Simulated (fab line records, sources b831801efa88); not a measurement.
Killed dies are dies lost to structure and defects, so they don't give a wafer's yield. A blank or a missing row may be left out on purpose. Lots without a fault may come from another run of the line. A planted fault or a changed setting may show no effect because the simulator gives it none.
A struck lot beside a sound one | flow gf180mcu | 30 steps out of a route of 602
Sound: wafers L298.3, L298.5, L298.6. Struck: wafers L296.2, L296.3, L296.5. The cause comes at the end.
At each step with rows: each side's tool, then ch and its chambers, then its first start. Under that, the readings that differ: sound wafers | struck wafers | difference of the means | sigmas: that difference in standard deviations of wafers without a fault.
alike: readings whose means differ by less than 2 such deviations, and words and numbers that are the same on both sides. not compared: withheld readings, readings that some wafer has no value for, bounds like >300 that may hide the same value, and numbers for which the record gives no deviation and whose values overlap.
The two part at a step that has a row with sigmas, a row that says differs or no value, or rows on one side only. Numbers that don't overlap but have no deviation are shown without sigmas and don't part them. A reading that every wafer of one side lacks parts them only if that side has two wafers or more.

first, 7 steps without rows for these wafers: GF_DUAL_GATE_DEHYDRATE_04 (time 60 s); GF_DUAL_GATE_HMDS_05 (prime time 60 s); GF_DUAL_GATE_COAT_06 (resist thk 1000 nm); GF_DUAL_GATE_SOFTBAKE_07 (time 60 s); GF_DUAL_GATE_EXPOSE_08 (exposes mask Dualgate, target cd 700 nm); GF_DUAL_GATE_PEB_09; GF_DUAL_GATE_DEVELOP_10 (develop time 60 s).
GF_DUAL_GATE_OVL_MEAS_11:
  sound on overlay-01, day 10 02:19; struck on overlay-01, day 9 14:01
  alike: DUAL_GATE_OVL
then, 1 step without rows for these wafers: GF_DUAL_GATE_WET_ETCH_12 (etches SiO2 in dHF, target depth 13 nm, time 260 s).
GF_DUAL_GATE_STRIP_13: strips in O2/N2.
  sound on plasma_asher-01 ch 0,1, day 10 02:28; struck on plasma_asher-04 ch 0,1, day 9 14:08
  alike: drypump_motor_current_A, heater_power_w, oes_product_au, strip_time_to_endpoint_s
  not compared: rf_hours_counter_h
then, 2 steps without rows for these wafers: GF_DUAL_GATE_CLEAN_14 (cleans in SC1/SC2, time 150 s); GF_DUAL_GATE_OXIDATION_15 (stabilise 600 s, purge 300 s, target thk 7.098 nm).
GF_POLY_GATE_CVD_00: deposits poly-Si, target thk 200 nm, time 1200 s.
  sound on lpcvd-02 ch 0, day 10 04:31; struck on lpcvd-01 ch 0, day 9 17:20
  alike: pressure_mtorr, spike_tc_bottom_C
GF_POLY_GATE_THK_MEAS_01:
  sound on film_metro-01, day 10 05:52; struck on film_metro-01, day 9 18:41
  reading                   | sound             | struck            | difference | sigmas
  POLY_GATE_CVD_00_THK (nm) | 197.4 198.7 197.2 | 395.0 397.1 396.8 | +198.5     | +99 or more
then, 8 steps without rows for these wafers: GF_POLY_GATE_DEHYDRATE_02 (time 60 s); GF_POLY_GATE_HMDS_03 (prime time 60 s); GF_POLY_GATE_COAT_04; GF_POLY_GATE_COAT_05 (resist thk 700 nm); GF_POLY_GATE_SOFTBAKE_06 (time 60 s); GF_POLY_GATE_EXPOSE_07 (exposes mask Poly2, target cd 280 nm); GF_POLY_GATE_PEB_08 (peb time 90 s); GF_POLY_GATE_DEVELOP_09 (develop time 60 s).
GF_POLY_GATE_CD_MEAS_10: target cd 280 nm.
  sound on cd_sem-01, day 11 00:42; struck on cd_sem-01, day 10 11:37
  alike: cd_nm
GF_POLY_GATE_OVL_MEAS_11:
  sound on overlay-02, day 11 00:47; struck on overlay-02, day 10 11:43
  alike: POLY_GATE_OVL
GF_POLY_GATE_ETCH_12: etches BARC in N2/H2.
  sound on rie_diel-04 ch 0,1,3, day 11 00:49; struck on rie_diel-02 ch 0,3, day 10 11:45
  alike: drypump_motor_current_A, h2_flow_sccm, oes_product_au, throttle_valve_pct
GF_POLY_GATE_ETCH_13: etches poly-Si in HBr/Cl2, stops on SiO2, target depth 198.5 nm, time 69.6 s.
  sound on rie_si-01 ch 0,2, day 11 00:52; struck on rie_si-02 ch 0,2, day 10 11:48
  reading               | sound             | struck            | difference | sigmas
  oes_product_au (a.u.) | 0.987 0.996 0.988 | 0.995 1.021 1.015 | +0.020     | +3
  alike: HBr_flow_sccm, drypump_motor_current_A, throttle_valve_pct
  not compared: rf_hours_counter_h
GF_POLY_GATE_STRIP_14: strips in O2/N2.
  sound on plasma_asher-04 ch 0,1, day 11 00:57; struck on plasma_asher-04 ch 0,1, day 10 11:51
  reading                                       | sound         | struck            | difference | sigmas
  model.poly-Si_of_POLY_GATE_CVD_00.thk_nm (nm) | 197 198.4 197 | 394.6 396.5 396.6 | +198.4     |
  alike: drypump_motor_current_A, heater_power_w, oes_product_au
  not compared: rf_hours_counter_h
GF_POLY_GATE_CLEAN_15: cleans in SC1/SC2, time 150 s.
  sound on wet_bench-03 ch 0, day 11 01:01; struck on wet_bench-04 ch 1, day 10 11:57
  reading                                       | sound             | struck            | difference | sigmas
  model.poly-Si_of_POLY_GATE_CVD_00.thk_nm (nm) | 196.6 198.1 196.6 | 394.2 396.1 396.3 | +198.4     |
  alike: temp_c
then, 1 step without rows for these wafers: GF_POLY_GATE_OXIDATION_16 (stabilise 600 s, purge 300 s, target thk 4 nm).
-- the record jumps here: 20 days lie between the struck wafers' starts before and after (it left off in module POLY_GATE and takes up again in module PASSIVATION, whose first step shown is number 602 of the route) --
GF_PASSIVATION_PROBE_99:
  the record has rows for the struck wafers here (prober-01, day 30 16:28) and none for the sound ones

WHERE THEY PART
First at GF_POLY_GATE_THK_MEAS_01; last, within this record, at GF_PASSIVATION_PROBE_99.

WHY: what the simulator had put in
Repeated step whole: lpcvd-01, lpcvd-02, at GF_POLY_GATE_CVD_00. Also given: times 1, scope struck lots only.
